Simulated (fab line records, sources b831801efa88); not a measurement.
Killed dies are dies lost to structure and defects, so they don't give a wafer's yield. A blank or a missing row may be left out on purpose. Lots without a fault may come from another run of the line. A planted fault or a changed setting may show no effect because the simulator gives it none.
Problem report in the 8D (eight disciplines) form, filled by code | flow gf180mcu | the parts of the form that need people (team, actions taken, sign-off) are left out

1. THE PROBLEM
oes_product_au at GF_DUAL_GATE_STRIP_13 reads a mean of 0.922 a.u. on 3 wafers of 1 lot; wafers without a fault read 0.716 a.u. with a standard deviation of 0.0046. That is +45 standard deviations from the usual mean.
The step: strips in O2/N2.
First seen on wafer L731.2, day 11 02:23, on plasma_asher-02. The record holds 39 wafers of 13 lots with a number at this step. Rule for "out", or "out of limits": more than 4 standard deviations from the usual mean. The other wafers with a number count as sound.

2. WHAT IT IS AND WHAT IT IS NOT
question                    | is                     | is not
which readings at this step | oes_product_au         | drypump_motor_current_A, heater_power_w
which lots                  | L731                   | L722, L723, L724, L725, L726, L727, L728, L740, L741, L743, L744, L745
which wafers of those lots  | all that have a number | -
read on which tools         | plasma_asher-02        | plasma_asher-03, plasma_asher-04
when                        | from day 11 02:23      | up to then (21 sound wafers); but 15 sound wafers of L740, L741, L743, L744, L745 came after

3. SUSPECTS, AND WHAT RULES EACH OUT
Counting: a tool at a process step up to the reading stays a suspect if it ran every lot that is out and no sound lot after the first of them.
- plasma_asher-02 at GF_DUAL_GATE_STRIP_13 (strips in O2/N2): kept. It ran the lot that is out, L731 (day 11 02:23), and no sound lot after that. Its own readings are out on those wafers: oes_product_au.
Left after counting: plasma_asher-02 at GF_DUAL_GATE_STRIP_13.

4. THE CAUSE (what the simulator had put in)
Strip aborted: plasma_asher-02, from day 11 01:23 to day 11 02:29, at GF_DUAL_GATE_STRIP_13. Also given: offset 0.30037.
Counting left only this tool.

5. THE CHAIN OF EFFECTS, in route order
Each row: a reading whose mean over the struck wafers that have a number lies more than 3 standard deviations from the usual. Only readings for which the record gives a usual standard deviation are gone through. hours: the time from each lot's start at the first step in this table that gives one to its start at this step, as a median over the lots. sigmas: the change in usual standard deviations.
hours | step                  | reading        | usual      | on struck wafers | change | sigmas
0     | GF_DUAL_GATE_STRIP_13 | oes_product_au | 0.716 a.u. | 0.922            | +0.206 | +45
The process steps in it:
- GF_DUAL_GATE_STRIP_13: strips in O2/N2.
Readings that are blank on the struck wafers while sound wafers have them: strip_time_to_endpoint_s at GF_DUAL_GATE_STRIP_13.
Later measuring or inspecting steps at which every struck wafer that the step has a row for has a number for every such reading, and none has moved that far: GF_HV_LDD_OVL_MEAS_08.

6. WHAT WOULD HAVE CAUGHT IT SOONER
In this record the first reading out of limits was taken at day 11 02:23, 1 hour after the fault began at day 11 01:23.
